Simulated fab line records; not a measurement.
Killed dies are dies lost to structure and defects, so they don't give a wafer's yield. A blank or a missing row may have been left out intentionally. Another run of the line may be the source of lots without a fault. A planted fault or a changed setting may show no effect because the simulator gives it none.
Which tool did it? / flow sky130 / 14 lots, 42 wafers sampled, at 4 steps of a route of 708

WHAT THE GAUGES READ, wafer by wafer
SKY_VIA1_CD_MEAS_12: target cd 150 nm.
lot=L536; measured=day 33 18:29; on=cdSem-01; cdNm (nm)=148.9 148.5 146.8
lot=L537; measured=day 34 04:14; on=cdSem-02; cdNm (nm)=147.7 149.7 147.3
lot=L538; measured=day 34 10:47; on=cdSem-01; cdNm (nm)=150.7 150.4 149.6
lot=L541; measured=day 35 08:13; on=cdSem-02; cdNm (nm)=149.4 147.6 146.6
lot=L542; measured=day 35 21:17; on=cdSem-02; cdNm (nm)=149.1 148.6 148.6
lot=L545; measured=day 36 18:00; on=cdSem-01; cdNm (nm)=149.1 150.4 148.0
lot=L546; measured=day 37 10:37; on=cdSem-01; cdNm (nm)=150.4 149.7 150.4
lot=L547; measured=day 37 06:46; on=cdSem-02; cdNm (nm)=149.1 147.5 147.0
lot=L553; measured=day 39 03:19; on=cdSem-01; cdNm (nm)=149.7 149.8 149.0
lot=L554; measured=day 39 13:36; on=cdSem-02; cdNm (nm)=148.8 149.0 149.8
lot=L555; measured=day 40 00:49; on=cdSem-01; cdNm (nm)=149.3 150.6 151.0
lot=L557; measured=day 40 08:35; on=cdSem-01; cdNm (nm)=150.0 151.1 151.0
lot=L558; measured=day 40 15:14; on=cdSem-02; cdNm (nm)=149.6 149.6 148.5
lot=L559; measured=day 40 16:20; on=cdSem-01; cdNm (nm)=153.0 150.7 150.3

SKY_CAPM_THK_MEAS_04: measures by xrf.
lot=L536; measured=day 36 04:18; on=filmMetro-02; CAPM_TIN_THK (nm)=198.9 199.9 199.8
lot=L537; measured=day 36 13:17; on=filmMetro-02; CAPM_TIN_THK (nm)=201.0 201.5 200.5
lot=L538; measured=day 36 20:40; on=filmMetro-01; CAPM_TIN_THK (nm)=199.8 200.5 200.6
lot=L541; measured=day 37 17:59; on=filmMetro-03; CAPM_TIN_THK (nm)=197.2 199.6 200.2
lot=L542; measured=day 38 05:15; on=filmMetro-01; CAPM_TIN_THK (nm)=197.8 198.1 197.0
lot=L545; measured=day 39 01:26; on=filmMetro-01; CAPM_TIN_THK (nm)=195.8 198.2 196.6
lot=L546; measured=day 39 18:13; on=filmMetro-01; CAPM_TIN_THK (nm)=197.5 195.4 195.1
lot=L547; measured=day 39 14:07; on=filmMetro-01; CAPM_TIN_THK (nm)=198.4 198.3 198.6
lot=L553; measured=day 41 09:13; on=filmMetro-01; CAPM_TIN_THK (nm)=203.2 201.8 201.5
lot=L554; measured=day 41 18:59; on=filmMetro-01; CAPM_TIN_THK (nm)=204.5 200.2 202.1
lot=L555; measured=day 42 06:34; on=filmMetro-02; CAPM_TIN_THK (nm)=199.2 197.9 200.1
lot=L557; measured=day 42 13:54; on=filmMetro-03; CAPM_TIN_THK (nm)=196.8 200.6 198.1
lot=L558; measured=day 42 19:37; on=filmMetro-01; CAPM_TIN_THK (nm)=199.4 198.8 197.8
lot=L559; measured=day 42 21:12; on=filmMetro-01; CAPM_TIN_THK (nm)=199.5 200.0 198.2

EACH LOT AND THE TOOL THAT RAN IT (in order: tool; ch and the chambers of the sampled wafers; start)
lot=L536; SKY_NWELL_CLEAN_27=wetBench-01 ch 3, day 5 06:47; SKY_CAPM_SPUTTER_02=pvdSputter-03, day 36 04:04
lot=L537; SKY_NWELL_CLEAN_27=wetBench-02 ch 3, day 5 14:48; SKY_CAPM_SPUTTER_02=pvdSputter-03, day 36 13:02
lot=L538; SKY_NWELL_CLEAN_27=wetBench-02 ch 2, day 5 19:54; SKY_CAPM_SPUTTER_02=pvdSputter-04, day 36 20:26
lot=L541; SKY_NWELL_CLEAN_27=wetBench-01 ch 0, day 6 15:45; SKY_CAPM_SPUTTER_02=pvdSputter-03, day 37 17:45
lot=L542; SKY_NWELL_CLEAN_27=wetBench-02 ch 3, day 6 19:30; SKY_CAPM_SPUTTER_02=pvdSputter-02, day 38 05:01
lot=L545; SKY_NWELL_CLEAN_27=wetBench-03 ch 0, day 7 10:23; SKY_CAPM_SPUTTER_02=pvdSputter-02, day 39 01:13
lot=L546; SKY_NWELL_CLEAN_27=wetBench-03 ch 3, day 7 17:31; SKY_CAPM_SPUTTER_02=pvdSputter-02, day 39 17:59
lot=L547; SKY_NWELL_CLEAN_27=wetBench-03 ch 3, day 7 23:21; SKY_CAPM_SPUTTER_02=pvdSputter-04, day 39 13:52
lot=L553; SKY_NWELL_CLEAN_27=wetBench-01 ch 1, day 9 16:29; SKY_CAPM_SPUTTER_02=pvdSputter-03, day 41 08:59
lot=L554; SKY_NWELL_CLEAN_27=wetBench-01 ch 2, day 9 20:37; SKY_CAPM_SPUTTER_02=pvdSputter-04, day 41 18:46
lot=L555; SKY_NWELL_CLEAN_27=wetBench-01 ch 3, day 10 08:55; SKY_CAPM_SPUTTER_02=pvdSputter-02, day 42 06:20
lot=L557; SKY_NWELL_CLEAN_27=wetBench-01 ch 2, day 10 15:23; SKY_CAPM_SPUTTER_02=pvdSputter-02, day 42 13:39
lot=L558; SKY_NWELL_CLEAN_27=wetBench-03 ch 2, day 10 23:22; SKY_CAPM_SPUTTER_02=pvdSputter-03, day 42 19:22
lot=L559; SKY_NWELL_CLEAN_27=wetBench-03 ch 2, day 11 04:05; SKY_CAPM_SPUTTER_02=pvdSputter-02, day 42 20:58
- SKY_NWELL_CLEAN_27: cleans in SC1/SC2, time 150 s.
- SKY_CAPM_SPUTTER_02: material TiN, target thk 200 nm, time 166.7 s.

AS READ BY THE TOOLS THEMSELVES (means over the sampled wafers that have a number; for cases with no such wafer, the mark the record gives instead)
SKY_NWELL_CLEAN_27.
lot=L536; tool=wetBench-01; runLengthS (s)=177
lot=L537; tool=wetBench-02; runLengthS (s)=175
lot=L538; tool=wetBench-02; runLengthS (s)=183
lot=L541; tool=wetBench-01; runLengthS (s)=174
lot=L542; tool=wetBench-02; runLengthS (s)=176
lot=L545; tool=wetBench-03; runLengthS (s)=174
lot=L546; tool=wetBench-03; runLengthS (s)=99
lot=L547; tool=wetBench-03; runLengthS (s)=100
lot=L553; tool=wetBench-01; runLengthS (s)=176
lot=L554; tool=wetBench-01; runLengthS (s)=177
lot=L555; tool=wetBench-01; runLengthS (s)=178
lot=L557; tool=wetBench-01; runLengthS (s)=184
lot=L558; tool=wetBench-03; runLengthS (s)=178
lot=L559; tool=wetBench-03; runLengthS (s)=177

SKY_CAPM_SPUTTER_02.
lot=L536; tool=pvdSputter-03; cathodeDcPowerW (W)=6499.7; throttleValvePct (%)=29.5
lot=L537; tool=pvdSputter-03; cathodeDcPowerW (W)=6500.0; throttleValvePct (%)=29.5
lot=L538; tool=pvdSputter-04; cathodeDcPowerW (W)=6500.2; throttleValvePct (%)=29.2
lot=L541; tool=pvdSputter-03; cathodeDcPowerW (W)=6499.6; throttleValvePct (%)=29.5
lot=L542; tool=pvdSputter-02; cathodeDcPowerW (W)=6499.9; throttleValvePct (%)=30.4
lot=L545; tool=pvdSputter-02; cathodeDcPowerW (W)=6499.8; throttleValvePct (%)=30.2
lot=L546; tool=pvdSputter-02; cathodeDcPowerW (W)=6499.8; throttleValvePct (%)=29.9
lot=L547; tool=pvdSputter-04; cathodeDcPowerW (W)=6500.6; throttleValvePct (%)=30.2
lot=L553; tool=pvdSputter-03; cathodeDcPowerW (W)=6499.9; throttleValvePct (%)=29.6
lot=L554; tool=pvdSputter-04; cathodeDcPowerW (W)=6499.8; throttleValvePct (%)=28.4
lot=L555; tool=pvdSputter-02; cathodeDcPowerW (W)=6500.3; throttleValvePct (%)=30.1
lot=L557; tool=pvdSputter-02; cathodeDcPowerW (W)=6499.2; throttleValvePct (%)=29.7
lot=L558; tool=pvdSputter-03; cathodeDcPowerW (W)=6499.6; throttleValvePct (%)=29.7
lot=L559; tool=pvdSputter-02; cathodeDcPowerW (W)=6499.2; throttleValvePct (%)=29.8

THE ANSWER, worked out from the rows above alone
Rule: usual is defined by the lots themselves. The widest of any qualifying gaps counts: lots, ordered by their means at a reading, are off when they make up no more than a third of the lots, leave a main group of 4 or more, and stand apart from it by 3 or more times the standard deviation of that group's means. Not used: any main group whose means are identical at the precision the tables above print for the reading. Also off: a lot with no number at a reading for which 4 or more lots have one. Where the step has rows for the other lots, those lots are counted as sound. First the gauges in route order, then the tools' own readings, where a lot's mean is used as printed above. The first step at which some lot is off is used, and at that step the reading that is off furthest; a lot without a number counts as furthest.
Off: L546, L547 (SKY_NWELL_CLEAN_27, runLengthS). For the main group the mean is 177 s and the standard deviation 3.
A tool fits if, at that step or a process step before it, it ran every lot that is off, and no sound lot after the first of them. No candidate that was tried fits.

WHAT THE SIMULATOR PUT IN
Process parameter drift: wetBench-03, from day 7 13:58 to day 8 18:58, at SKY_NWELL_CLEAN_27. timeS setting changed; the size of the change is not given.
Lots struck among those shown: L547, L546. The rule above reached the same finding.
